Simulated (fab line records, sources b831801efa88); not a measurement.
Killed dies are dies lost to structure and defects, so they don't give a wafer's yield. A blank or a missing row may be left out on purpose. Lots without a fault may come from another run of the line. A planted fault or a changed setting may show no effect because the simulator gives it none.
Which tool did it? | flow gf180mcu | 24 lots, 72 wafers sampled, at 4 steps of a route of 602

WHAT THE GAUGES READ, wafer by wafer
GF_M3_RS_MEAS_05: measures by four-point-probe.
lot  | measured     | on            | M3_ALCU_RS (ohm/sq)
L074 | day 20 17:52 | film_metro-03 | 0.0694 0.0695 0.0686
L075 | day 20 23:41 | film_metro-02 | 0.0687 0.0696 0.0697
L076 | day 21 16:01 | film_metro-03 | 0.0702 0.0706 0.0704
L077 | day 22 08:52 | film_metro-02 | 0.0695 0.0688 0.0689
L078 | day 22 18:55 | film_metro-03 | 0.0693 0.0690 0.0694
L079 | day 23 08:57 | film_metro-02 | 0.0701 0.0697 0.0702
L081 | day 23 12:25 | film_metro-02 | 0.0703 0.0698 0.0701
L080 | day 23 17:04 | film_metro-03 | 0.0706 0.0701 0.0712
L082 | day 24 00:28 | film_metro-03 | 0.0699 0.0700 0.0701
L084 | day 24 11:18 | film_metro-03 | 0.0701 0.0701 0.0701
L083 | day 24 16:03 | film_metro-03 | 0.0699 0.0705 0.0701
L085 | day 25 01:08 | film_metro-03 | 0.0703 0.0705 0.0703
L086 | day 25 02:07 | film_metro-03 | 0.0694 0.0698 0.0695
L087 | day 25 12:41 | film_metro-03 | 0.0693 0.0690 0.0693
L088 | day 25 21:05 | film_metro-03 | 0.0694 0.0697 0.0701
L090 | day 26 13:41 | film_metro-02 | 0.0698 0.0700 0.0695
L089 | day 26 14:47 | film_metro-02 | 0.0700 0.0706 0.0705
L091 | day 26 18:38 | film_metro-03 | 0.0691 0.0704 0.0696
L092 | day 27 07:02 | film_metro-03 | 0.0694 0.0691 0.0695
L093 | day 27 14:43 | film_metro-01 | 0.0691 0.0692 0.0695
L094 | day 27 16:52 | film_metro-01 | 0.0694 0.0699 0.0700
L095 | day 27 21:07 | film_metro-03 | 0.0696 0.0696 0.0704
L097 | day 28 11:35 | film_metro-03 | 0.0696 0.0698 0.0695
L096 | day 28 13:17 | film_metro-03 | 0.0696 0.0691 0.0690

GF_V3_CD_MEAS_14: target cd 260 nm.
lot  | measured     | on        | cd_nm (nm)
L074 | day 22 20:37 | cd_sem-02 | 259.4 259.1 258.2
L075 | day 23 01:43 | cd_sem-01 | 261.5 261.7 261.0
L076 | day 23 17:14 | cd_sem-01 | 259.5 258.3 257.8
L077 | day 24 08:23 | cd_sem-01 | 260.9 260.4 260.4
L078 | day 24 18:07 | cd_sem-02 | 260.0 260.3 258.6
L079 | day 25 07:29 | cd_sem-01 | 259.8 259.8 260.7
L081 | day 25 10:34 | cd_sem-02 | 261.0 259.8 261.1
L080 | day 25 14:58 | cd_sem-02 | 262.1 260.1 260.8
L082 | day 25 21:58 | cd_sem-02 | 260.3 262.2 259.5
L084 | day 26 08:10 | cd_sem-01 | 259.7 258.2 259.2
L083 | day 26 12:49 | cd_sem-02 | 257.8 258.6 258.4
L085 | day 26 21:58 | cd_sem-02 | 258.3 258.1 258.8
L086 | day 26 22:47 | cd_sem-01 | 258.9 259.9 259.5
L087 | day 27 07:20 | cd_sem-01 | 260.0 258.9 260.8
L088 | day 27 16:25 | cd_sem-02 | 260.0 261.0 260.4
L090 | day 28 07:46 | cd_sem-01 | 259.7 258.8 258.9
L089 | day 28 08:19 | cd_sem-01 | 260.2 260.2 261.1
L091 | day 28 13:40 | cd_sem-02 | 261.7 261.4 261.1
L092 | day 29 00:32 | cd_sem-01 | 259.8 260.1 259.0
L093 | day 29 08:04 | cd_sem-01 | 257.9 258.4 258.5
L094 | day 29 09:23 | cd_sem-02 | 259.4 260.1 260.3
L095 | day 29 14:24 | cd_sem-02 | 259.8 258.9 259.8
L097 | day 30 03:09 | cd_sem-02 | 258.4 258.7 258.5
L096 | day 30 04:52 | cd_sem-02 | 258.8 260.4 260.0

WHICH TOOL RAN EACH LOT (tool, then ch and the chambers of the sampled wafers, then the start)
lot  | GF_CONTACT_ETCH_17                            | GF_M2_SPUTTER_01
L074 | rie_diel-02 ch 0,1,2, day 18 13:16 or earlier | pvd_sputter-01, day 18 13:16
L075 | rie_diel-02 ch 1,2,3, day 18 19:11 or earlier | pvd_sputter-03, day 18 19:11
L076 | rie_diel-01 ch 1,2, day 19 11:05 or earlier   | pvd_sputter-03, day 19 11:05
L077 | rie_diel-01 ch 0,1,3, day 20 04:31 or earlier | pvd_sputter-04, day 20 04:31
L078 | rie_diel-02 ch 0,1,2, day 20 14:09 or earlier | pvd_sputter-04, day 20 14:09
L079 | rie_diel-02 ch 0,2,3, day 21 05:07 or earlier | pvd_sputter-01, day 21 05:07
L081 | rie_diel-02 ch 0,3, day 21 09:58 or earlier   | pvd_sputter-03, day 21 09:58
L080 | rie_diel-02 ch 0,1,2, day 21 14:49 or earlier | pvd_sputter-04, day 21 14:49
L082 | rie_diel-01 ch 2,3, day 21 22:47 or earlier   | pvd_sputter-04, day 21 22:47
L084 | rie_diel-03 ch 0,1,2, day 22 09:07 or earlier | pvd_sputter-01, day 22 09:07
L083 | rie_diel-02 ch 2,3, day 22 14:35 or earlier   | pvd_sputter-04, day 22 14:35
L085 | rie_diel-02 ch 1,2,3, day 22 23:41 or earlier | pvd_sputter-01, day 22 23:41
L086 | rie_diel-01 ch 0,1,2, day 23 01:36 or earlier | pvd_sputter-03, day 23 01:36
L087 | rie_diel-02 ch 1,2,3, day 23 11:55 or earlier | pvd_sputter-04, day 23 11:55
L088 | rie_diel-01 ch 0,1,3, day 23 21:35 or earlier | pvd_sputter-01, day 23 21:35
L090 | rie_diel-01 ch 1,2, day 24 14:40 or earlier   | pvd_sputter-03, day 24 14:40
L089 | rie_diel-02 ch 1,2,3, day 24 15:38 or earlier | pvd_sputter-01, day 24 15:38
L091 | rie_diel-01 ch 0,1,3, day 24 20:41 or earlier | pvd_sputter-04, day 24 20:41
L092 | rie_diel-03 ch 1,2, day 25 09:26 or earlier   | pvd_sputter-01, day 25 09:26
L093 | rie_diel-01 ch 0,3, day 25 16:54 or earlier   | pvd_sputter-04, day 25 16:54
L094 | rie_diel-03 ch 2,3, day 25 18:58 or earlier   | pvd_sputter-04, day 25 18:58
L095 | rie_diel-03 ch 1,3, day 25 23:01 or earlier   | pvd_sputter-04, day 25 23:01
L097 | rie_diel-01 ch 1,2, day 26 14:47 or earlier   | pvd_sputter-04, day 26 14:47
L096 | rie_diel-02 ch 0,1,3, day 26 17:29 or earlier | pvd_sputter-04, day 26 17:29
- GF_CONTACT_ETCH_17: etches SiO2 in C4F8/O2/Ar, stops on CoSi2, target depth 860 nm.
- GF_M2_SPUTTER_01: material TiN, target thk 30 nm, time 25 s.

WHAT THE TOOLS THEMSELVES READ (means of the sampled wafers that have a number; where no wafer has one, the mark that the record gives instead)
GF_CONTACT_ETCH_17.
lot  | tool        | chamber_pressure_mTorr (mTorr) | oes_product_au (a.u.)
L074 | rie_diel-02 | 39.98                          | 0.817
L075 | rie_diel-02 | 39.98                          | 0.819
L076 | rie_diel-01 | 39.99                          | 0.816
L077 | rie_diel-01 | 39.99                          | 0.818
L078 | rie_diel-02 | 39.97                          | 0.817
L079 | rie_diel-02 | 39.99                          | 0.814
L081 | rie_diel-02 | 39.97                          | 0.815
L080 | rie_diel-02 | 39.99                          | 0.811
L082 | rie_diel-01 | 40.02                          | 0.819
L084 | rie_diel-03 | 39.98                          | 0.821
L083 | rie_diel-02 | 40.04                          | 0.819
L085 | rie_diel-02 | 40.02                          | 0.815
L086 | rie_diel-01 | 39.99                          | 0.817
L087 | rie_diel-02 | 39.98                          | 0.812
L088 | rie_diel-01 | 40.01                          | 0.813
L090 | rie_diel-01 | 39.99                          | 0.817
L089 | rie_diel-02 | 40.01                          | 0.815
L091 | rie_diel-01 | 40.02                          | 0.813
L092 | rie_diel-03 | 39.99                          | 0.815
L093 | rie_diel-01 | 40.00                          | 0.810
L094 | rie_diel-03 | 39.97                          | 0.809
L095 | rie_diel-03 | 40.00                          | 0.811
L097 | rie_diel-01 | 40.01                          | 0.819
L096 | rie_diel-02 | 40.00                          | 0.812

GF_M2_SPUTTER_01.
lot  | tool           | throttle_valve_pct (%)
L074 | pvd_sputter-01 | 30.7
L075 | pvd_sputter-03 | 30.1
L076 | pvd_sputter-03 | 29.4
L077 | pvd_sputter-04 | 30.4
L078 | pvd_sputter-04 | 30.1
L079 | pvd_sputter-01 | 29.9
L081 | pvd_sputter-03 | 29.5
L080 | pvd_sputter-04 | 30.3
L082 | pvd_sputter-04 | 29.9
L084 | pvd_sputter-01 | 30.6
L083 | pvd_sputter-04 | 29.7
L085 | pvd_sputter-01 | 30.0
L086 | pvd_sputter-03 | 29.5
L087 | pvd_sputter-04 | 29.9
L088 | pvd_sputter-01 | 30.6
L090 | pvd_sputter-03 | 30.4
L089 | pvd_sputter-01 | 30.0
L091 | pvd_sputter-04 | 30.2
L092 | pvd_sputter-01 | 29.8
L093 | pvd_sputter-04 | 29.5
L094 | pvd_sputter-04 | 30.1
L095 | pvd_sputter-04 | 30.3
L097 | pvd_sputter-04 | 30.1
L096 | pvd_sputter-04 | 30.0

THE ANSWER, worked out from the rows above alone
Rule: what is usual is taken from the lots themselves. Put in order of their means at a reading, lots are off if they are a third of the lots or fewer, leave a main group of 4 or more, and stand apart from it by a gap of 3 or more times the standard deviation of the main group's means; of several such gaps the widest counts. A main group whose means are all the same, to the digits that the tables above print for the reading, isn't used. A lot without any number at a reading at which 4 lots or more have one is off too. The other lots that the step has rows for count as sound. The gauges are gone through in route order, then the tools' own readings, and for those a lot's mean is taken as printed above. The first step at which some lot is off is used, and at that step the reading that is off furthest; a lot without a number counts as furthest.
No lot is off at any reading shown: from this, nothing can be told.

WHAT THE SIMULATOR HAD PUT IN
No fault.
